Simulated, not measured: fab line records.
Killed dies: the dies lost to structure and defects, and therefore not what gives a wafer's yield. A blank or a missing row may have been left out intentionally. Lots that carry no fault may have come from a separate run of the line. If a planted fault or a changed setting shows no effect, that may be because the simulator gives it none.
fab line records ; flow sky130
record lots=13; wafers=39; last_day=50
route steps=708 shown SONOS_ONO@183 VIA4@652 METAL5@675 PAD_OPEN@708
lots with no fault: from the same line, run without faults
start_h: the number of hours between the record's first day and the start of the first shown wafer of the lot ; wait_h: time in hours since the lot's previous step ; " as in the row above ; L1.1+2: a single row standing in for several wafers ; - no value, or no start was given ; * or withheld: withheld ; < > ~ a bound
route shown NAME@n: a module of which the file shows steps, and the number in the route of the first ; usual: mean/standard deviation of fault-free wafers ; same: alike in all rows ; chamber/n: place in a boat ; sites: the reading at each site ; _std_site: the values' standard deviation ; _edge_site: inner sites' mean taken away from outer sites' mean ; radius_mm: how far each site lies from the wafer's centre ; mask NAME#n: copy n ; behind: the tool/chamber that last shaped the wafer ; hold: reason for holding the lot/hours on hold/outcome of the hold ; device: which transistor (n, p or np) failed to switch ; end of line: the route-end tests of the same wafers ; for a step that has no rows: nothing shown but its recipe ; killed: count of dies lost to structure and defects at first sort (not the wafer's yield) ; map: dies across one wafer; x = killed, . = not, _ = none there
set.NAME: the setting as run; set.NAME@STEP: as run at that earlier step ; model.NAME: the simulator's own value behind a step, which no gauge read
route steps across a sampled set of lots; one table per step, one row per wafer
services: when a tool's chamber went out of use (start_h, in hours from the record's first day, below 0 if earlier), for how many hours, and the reason
## steps
# step SKY_SONOS_ONO_ETCH_15
# recipe target_depth_nm=19.52; chemistry=CHF3/O2; source_w=600; bias_w=200; pressure_mtorr=40; chf3_flow_sccm=50; O2_flow_sccm=5; time_s=7.8
# usual drypump_motor_current_A=5.8/0.41; oes_product_au=0.999/0.01; throttle_valve_pct=8.824/0.0094
# same time_s=7.8
lot.wafer;tool;chamber;start_h;wait_h;drypump_motor_current_A;oes_product_au;rf_hours_counter_h;throttle_valve_pct
L578.1;rie_diel-02;2;272.63;0.0;6.0;1.003;2;8.834
L578.2;rie_diel-02;1;272.63;0.0;6.2;0.998;108;8.819
L578.4;rie_diel-02;3;272.63;0.0;6.3;0.997;98;8.836
L579.3;rie_diel-03;2;280.95;0.0;5.6;1.001;10;8.823
L579.5;rie_diel-03;3;280.95;0.0;5.9;1.004;-;8.835
L579.6;rie_diel-03;2;280.95;0.0;5.6;0.993;-;8.826
L580.1;rie_diel-04;3;291.70;0.0;5.3;0.997;56;8.824
L580.2;rie_diel-04;0;291.70;0.0;5.4;1.011;4;8.848
L580.5;rie_diel-04;3;291.70;0.0;5.3;1.000;-;8.838
L581.2;rie_diel-02;2;296.60;0.0;6.0;1.003;2;8.821
L581.3;rie_diel-02;3;296.60;0.0;6.3;1.005;98;8.824
L581.6;rie_diel-02;1;296.60;0.0;6.2;0.988;-;8.826
L582.3;rie_diel-04;2;315.15;0.0;5.4;1.007;65;8.816
L582.5;rie_diel-04;1;315.15;0.0;5.4;0.997;-;8.824
L582.6;rie_diel-04;0;315.15;0.0;5.4;0.996;-;8.825
L583.2;rie_diel-03;2;315.55;0.0;5.6;1.015;11;8.834
L583.3;rie_diel-03;3;315.55;0.0;5.9;1.015;2;8.825
L583.4;rie_diel-03;0;315.55;0.0;5.1;1.002;-;8.818
L585.3;rie_diel-04;1;334.45;0.0;5.4;1.004;106;8.821
L585.4;rie_diel-04;0;334.45;0.0;5.5;0.997;-;8.834
L585.5;rie_diel-04;1;334.45;0.0;5.4;1.026;-;8.823
L586.1;rie_diel-02;2;343.65;0.0;5.9;0.989;3;8.827
L586.3;rie_diel-02;0;343.65;0.0;6.3;0.989;75;8.820
L586.5;rie_diel-02;3;343.65;0.0;6.3;1.000;-;8.821
L587.2;rie_diel-03;0;362.65;0.0;5.2;0.994;4;8.834
L587.3;rie_diel-03;3;362.65;0.0;5.9;0.991;3;8.826
L587.4;rie_diel-03;2;362.65;0.0;5.6;0.994;12;8.829
L592.3;rie_diel-03;2;423.85;0.0;5.6;1.021;13;8.831
L592.5;rie_diel-03;0;423.85;0.0;5.1;1.003;-;8.830
L592.6;rie_diel-03;3;423.85;0.0;5.9;1.010;-;8.825
L594.1;rie_diel-03;2;426.30;0.0;5.6;1.009;13;8.826
L594.4;rie_diel-03;0;426.30;0.0;5.1;1.009;5;8.819
L594.5;rie_diel-03;2;426.30;0.0;5.6;1.000;-;8.828
L598.1;rie_diel-04;1;443.88;0.0;5.4;0.986;0;8.825
L598.2;rie_diel-04;0;443.88;0.0;5.4;0.997;7;8.821
L598.5;rie_diel-04;3;443.88;0.0;5.3;1.003;-;8.825
L600.1;rie_diel-02;2;468.43;0.0;5.9;0.998;5;8.828
L600.3;rie_diel-02;0;468.43;0.0;6.3;0.987;77;8.830
L600.4;rie_diel-02;1;468.43;0.0;6.2;0.993;1;8.827
# step SKY_VIA4_STRIP_13
# recipe chemistry=O2/N2; power_w=1400; pressure_mtorr=1500; platen_temp_c=withheld; o2_flow_sccm=3000; n2_flow_sccm=300; overash_fraction=0.5
# usual drypump_motor_current_A=5.5/0.43; oes_product_au=0.710/0.0044; strip_time_to_endpoint_s=12.802/0.028
lot.wafer;tool;chamber;start_h;wait_h;drypump_motor_current_A;oes_product_au;rf_hours_counter_h;strip_time_to_endpoint_s
L578.1;plasma_asher-01;1;989.60;-;5.1;0.710;120;12.827
L578.2;plasma_asher-01;0;989.60;-;5.9;0.708;120;12.772
L578.4;plasma_asher-01;0;989.60;-;5.9;0.710;-;12.828
L579.3;plasma_asher-04;0;1003.13;-;5.9;0.711;-;12.830
L579.5;plasma_asher-04;1;1003.13;-;5.0;0.716;-;12.789
L579.6;plasma_asher-04;0;1003.13;-;5.9;0.707;-;12.851
L580.1;plasma_asher-04;1;1013.19;-;5.0;0.715;57;12.818
L580.2;plasma_asher-04;0;1013.19;-;5.9;0.701;57;12.802
L580.5;plasma_asher-04;1;1013.19;-;5.0;0.713;-;12.793
L581.2;plasma_asher-01;1;1015.79;-;5.1;0.711;123;12.767
L581.3;plasma_asher-01;0;1015.79;-;5.9;0.714;-;12.834
L581.6;plasma_asher-01;0;1015.79;-;5.9;0.709;-;12.823
L582.3;plasma_asher-02;0;1032.42;-;5.3;0.704;-;12.800
L582.5;plasma_asher-02;0;1032.42;-;5.3;0.713;-;12.816
L582.6;plasma_asher-02;1;1032.42;-;5.9;0.720;-;12.818
L583.2;plasma_asher-04;1;1032.48;-;5.0;0.710;58;12.839
L583.3;plasma_asher-04;1;1032.48;-;5.0;0.703;-;12.792
L583.4;plasma_asher-04;0;1032.48;-;5.9;0.713;-;12.784
L585.3;plasma_asher-04;1;1046.32;-;4.9;0.703;-;12.764
L585.4;plasma_asher-04;0;1046.32;-;6.0;0.707;-;12.700
L585.5;plasma_asher-04;0;1046.32;-;5.9;0.706;-;12.738
L586.1;plasma_asher-04;0;1054.60;-;5.9;0.711;61;12.812
L586.3;plasma_asher-04;1;1054.60;-;5.0;0.706;-;12.801
L586.5;plasma_asher-04;0;1054.60;-;5.9;0.713;-;12.807
L587.2;plasma_asher-04;0;1073.08;-;5.9;0.715;63;12.820
L587.3;plasma_asher-04;0;1073.08;-;5.9;0.710;-;12.823
L587.4;plasma_asher-04;1;1073.08;-;5.0;0.706;-;12.798
L592.3;plasma_asher-01;0;1110.30;-;5.9;0.711;-;12.863
L592.5;plasma_asher-01;1;1110.30;-;5.1;0.713;-;12.824
L592.6;plasma_asher-01;0;1110.30;-;5.9;0.712;-;12.815
L594.1;plasma_asher-02;1;1111.94;-;5.9;0.710;100;12.800
L594.4;plasma_asher-02;1;1111.94;-;5.9;0.703;-;12.787
L594.5;plasma_asher-02;0;1111.94;-;5.3;0.713;-;12.774
L598.1;plasma_asher-01;0;1125.54;-;5.9;0.704;6;12.903
L598.2;plasma_asher-01;1;1125.54;-;5.1;0.707;6;12.806
L598.5;plasma_asher-01;1;1125.54;-;5.1;0.708;-;12.814
L600.1;plasma_asher-02;0;1142.70;-;5.3;0.708;103;12.766
L600.3;plasma_asher-02;0;1142.70;-;5.3;0.709;-;12.848
L600.4;plasma_asher-02;1;1142.70;-;5.9;0.705;-;12.799
# step SKY_VIA4_THK_MEAS_20
# recipe thk_meas_gauge=xrf; reads=W_of_VIA4_CVD_18
# usual VIA4_W_THK=519/6.5
lot.wafer;tool;chamber;start_h;wait_h;VIA4_W_THK[nm]
L578.1;film_metro-02;-;990.53;0.1;521
L578.2;film_metro-02;-;990.53;0.1;519
L578.4;film_metro-02;-;990.53;0.1;517
L579.3;film_metro-01;-;1004.08;0.1;514
L579.5;film_metro-01;-;1004.08;0.1;509
L579.6;film_metro-01;-;1004.08;0.1;513
L580.1;film_metro-01;-;1014.11;0.1;516
L580.2;film_metro-01;-;1014.11;0.1;525
L580.5;film_metro-01;-;1014.11;0.1;512
L581.2;film_metro-03;-;1016.73;0.1;524
L581.3;film_metro-03;-;1016.73;0.1;526
L581.6;film_metro-03;-;1016.73;0.1;528
L582.3;film_metro-03;-;1033.35;0.1;525
L582.5;film_metro-03;-;1033.35;0.1;529
L582.6;film_metro-03;-;1033.35;0.1;518
L583.2;film_metro-01;-;1033.49;0.1;518
L583.3;film_metro-01;-;1033.49;0.1;518
L583.4;film_metro-01;-;1033.49;0.1;513
L585.3;film_metro-03;-;1047.24;0.1;526
L585.4;film_metro-03;-;1047.24;0.1;517
L585.5;film_metro-03;-;1047.24;0.1;520
L586.1;film_metro-02;-;1055.53;0.1;528
L586.3;film_metro-02;-;1055.53;0.1;514
L586.5;film_metro-02;-;1055.53;0.1;519
L587.2;film_metro-03;-;1074.02;0.1;523
L587.3;film_metro-03;-;1074.02;0.1;511
L587.4;film_metro-03;-;1074.02;0.1;520
L592.3;film_metro-03;-;1111.25;0.1;526
L592.5;film_metro-03;-;1111.25;0.1;527
L592.6;film_metro-03;-;1111.25;0.1;528
L594.1;film_metro-03;-;1113.10;0.1;520
L594.4;film_metro-03;-;1113.10;0.1;527
L594.5;film_metro-03;-;1113.10;0.1;518
L598.1;film_metro-03;-;1126.47;0.1;530
L598.2;film_metro-03;-;1126.47;0.1;522
L598.5;film_metro-03;-;1126.47;0.1;519
L600.1;film_metro-02;-;1143.68;0.1;506
L600.3;film_metro-02;-;1143.68;0.1;511
L600.4;film_metro-02;-;1143.68;0.1;508
# step SKY_METAL5_DESCUM_14
# recipe chemistry=O2; source_power_w=150; bias_power_w=0; pressure_mtorr=10; temp_c=40; time_s=11
# usual drypump_motor_current_A=5.9/0.36; oes_product_au=1.001/0.0083
# same time_s=11
lot.wafer;tool;chamber;start_h;wait_h;drypump_motor_current_A;oes_product_au;rf_hours_counter_h
L578.1;rie_metal-01;0;1013.84;0.1;6.5;1.003;15
L578.2;rie_metal-01;1;1013.84;0.1;5.8;0.989;19
L578.4;rie_metal-01;0;1013.84;0.1;6.4;0.999;-
L579.3;rie_metal-01;0;1027.49;0.1;6.4;1.010;-
L579.5;rie_metal-01;1;1027.49;0.1;5.8;1.000;-
L579.6;rie_metal-01;0;1027.49;0.1;6.4;1.002;-
L580.1;rie_metal-02;1;1036.54;0.1;5.7;0.997;12
L580.2;rie_metal-02;0;1036.54;0.1;6.2;0.997;19
L580.5;rie_metal-02;0;1036.54;0.1;6.2;0.995;-
L581.2;rie_metal-02;0;1039.24;0.1;6.2;0.999;19
L581.3;rie_metal-02;0;1039.24;0.1;6.2;0.998;-
L581.6;rie_metal-02;0;1039.24;0.1;6.2;0.998;-
L582.3;rie_metal-01;0;1055.14;0.1;6.4;1.008;-
L582.5;rie_metal-01;1;1055.14;0.1;5.7;0.992;-
L582.6;rie_metal-01;0;1055.14;0.1;6.4;1.017;-
L583.2;rie_metal-02;1;1055.24;0.1;5.7;0.994;13
L583.3;rie_metal-02;0;1055.24;0.1;6.1;1.003;-
L583.4;rie_metal-02;1;1055.24;0.1;5.7;0.993;-
L585.3;rie_metal-04;1;1068.44;0.1;6.2;1.002;-
L585.4;rie_metal-04;0;1068.44;0.1;5.3;1.011;-
L585.5;rie_metal-04;1;1068.44;0.1;6.2;0.989;-
L586.1;rie_metal-01;0;1076.69;0.1;6.4;0.995;19
L586.3;rie_metal-01;0;1076.69;0.1;6.4;1.001;-
L586.5;rie_metal-01;0;1076.69;0.1;6.4;1.015;-
L587.2;rie_metal-04;0;1094.04;0.1;5.3;1.005;13
L587.3;rie_metal-04;1;1094.04;0.1;6.2;0.991;-
L587.4;rie_metal-04;0;1094.04;0.1;5.3;0.998;-
L592.3;rie_metal-02;0;1133.30;0.1;6.2;0.999;-
L592.5;rie_metal-02;0;1133.30;0.1;6.2;0.988;-
L592.6;rie_metal-02;1;1133.30;0.1;5.7;1.001;-
L594.1;rie_metal-02;0;1135.49;0.1;6.2;1.009;27
L594.4;rie_metal-02;1;1135.49;0.1;5.7;1.015;-
L594.5;rie_metal-02;0;1135.49;0.1;6.2;1.004;-
L598.1;rie_metal-02;1;1146.39;0.1;5.7;0.994;21
L598.2;rie_metal-02;0;1146.39;0.1;6.2;0.997;28
L598.5;rie_metal-02;1;1146.39;0.1;5.7;0.997;-
L600.1;rie_metal-02;0;1162.24;0.1;6.2;0.984;29
L600.3;rie_metal-02;0;1162.24;0.1;6.2;0.992;-
L600.4;rie_metal-02;1;1162.24;0.1;5.7;0.997;-
# step SKY_PAD_OPEN_PROBE_99
# usual killed_at_M0_to_M3=44/7.6; killed_at_M4_up=3.2/1.7; killed_at_contacts=24/5.7; killed_at_front_end=16/3.9; killed_at_other=0.2/0.45; killed_dies=87/9.5; killed_open=47/6.9; killed_short=40/5.8
# same gross_dies=492; killed_at_back_side=0
lot.wafer;tool;chamber;start_h;wait_h;killed_at_M0_to_M3;killed_at_M4_up;killed_at_contacts;killed_at_front_end;killed_at_other;killed_dies;killed_open;killed_short
L592.3;prober-01;-;1174.26;0.2;50;2;22;25;0;99;43;39
L592.5;prober-01;-;1174.36;0.2;36;5;23;51;0;115;39;39
L592.6;prober-01;-;1174.41;0.2;56;2;25;51;0;134;63;35
L594.1;prober-01;-;1175.66;0.1;49;4;27;24;1;105;55;35
L594.4;prober-01;-;1175.81;0.2;47;5;16;51;0;119;42;38
L594.5;prober-01;-;1175.86;0.2;48;2;18;37;0;105;41;44
# killed by level:class
L592.3 SONOS_ONO:unspecified=17 VIA1:geometric_particle:open=11 METAL2:geometric_particle:short=10 CONTACT:geometric_particle:open=8 VIA3:geometric_particle:open=6 VIA2:geometric_particle:open=6 METAL1:geometric_particle:short=6 VIA1:geometric_particle:short=5
L592.5 SONOS_ONO:unspecified=37 VIA1:geometric_particle:open=8 FIELD_ISO:geometric_particle:short=5 FIELD_ISO:geometric_particle:open=5 CONTACT:geometric_particle:open=5 CONTACT:geometric_particle:short=5 LOCAL_INTERCONNECT:geometric_particle:short=5 VIA2:geometric_particle:open=5
L592.6 SONOS_ONO:unspecified=36 VIA1:geometric_particle:open=14 VIA3:geometric_particle:open=13 CONTACT:geometric_particle:open=9 VIA2:geometric_particle:open=6 FIELD_ISO:geometric_particle:open=5 VIA2:geometric_particle:short=5 POLY_GATE:geometric_particle:open=4
L594.1 SONOS_ONO:unspecified=15 VIA3:geometric_particle:open=11 VIA1:geometric_particle:open=10 CONTACT:geometric_particle:open=10 LI_CONTACT:geometric_particle:open=9 VIA2:geometric_particle:open=6 LOCAL_INTERCONNECT:geometric_particle:short=6 VIA1:geometric_particle:short=5
L594.4 SONOS_ONO:unspecified=39 VIA2:geometric_particle:open=10 LI_CONTACT:geometric_particle:open=7 VIA3:geometric_particle:short=7 CONTACT:geometric_particle:open=6 VIA1:geometric_particle:short=6 VIA3:geometric_particle:open=6 VIA1:geometric_particle:open=6
L594.5 SONOS_ONO:unspecified=20 VIA1:geometric_particle:open=11 METAL2:geometric_particle:short=11 VIA3:geometric_particle:open=8 FIELD_ISO:geometric_particle:short=6 LI_CONTACT:geometric_particle:short=5 LI_CONTACT:geometric_particle:open=5 CONTACT:geometric_particle:open=4
## services
tool;chamber;start_h;hours;kind
plasma_asher-04;-;271.82;4.3;repair
rie_diel-03;2;284.67;10.5;repair
rie_diel-03;1;305.83;15.6;repair
plasma_asher-04;-;326.28;12.6;repair
rie_metal-02;0;359.21;4.1;repair
rie_diel-03;3;364.14;8.7;repair
rie_diel-03;2;376.04;12.3;repair
rie_metal-02;1;388.08;3.2;repair
rie_diel-03;2;391.74;4.0;repair
rie_diel-03;-;399.23;0.7;repair
rie_metal-02;-;410.52;1.4;pm
plasma_asher-04;-;421.26;9.0;pm
rie_diel-03;2;526.95;1.6;repair
rie_diel-03;0;554.90;5.5;repair
plasma_asher-04;-;564.27;4.8;repair
rie_metal-02;-;597.82;2.8;pm
rie_metal-02;-;614.41;14.6;pm
rie_metal-02;-;661.69;1.2;repair
plasma_asher-04;-;684.43;1.0;repair
plasma_asher-04;-;749.54;2.8;pm
rie_metal-02;0;847.39;5.1;repair
plasma_asher-04;-;953.69;1.6;repair
rie_metal-02;-;1023.06;3.7;repair
rie_metal-02;-;1050.04;0.3;repair
## key
first_sign step=SKY_PAD_OPEN_PROBE_99; reading=killed_at_front_end; direction=up; sigmas=6.2; usual=16; struck=40
effect step=SKY_PAD_OPEN_PROBE_99; reading=killed_dies; direction=up; sigmas=2.7; usual=87; struck=113; wafers_moved=3
met_at SKY_SONOS_ONO_ETCH_15
struck_lots L592,L594
tester_left_out L592,L594
not_acting_at SKY_VIA4_STRIP_13,SKY_VIA4_THK_MEAS_20,SKY_METAL5_DESCUM_14
onset_between 362.65 423.85
fault kind=chamber_particle_source; tool=rie_diel-03; chamber=-; onset_h=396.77; steps=SKY_SONOS_ONO_ETCH_15; rate_per_visit_cm2=0.45698; end_h=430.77
# tester_left_out: of these lots the tester's yield and bins aren't shown, on N5 and GAA mostly nor the transistor test; their killed dies are dies lost to structure and defects alone, not to doping, threshold or leakage, so they don't give the yield
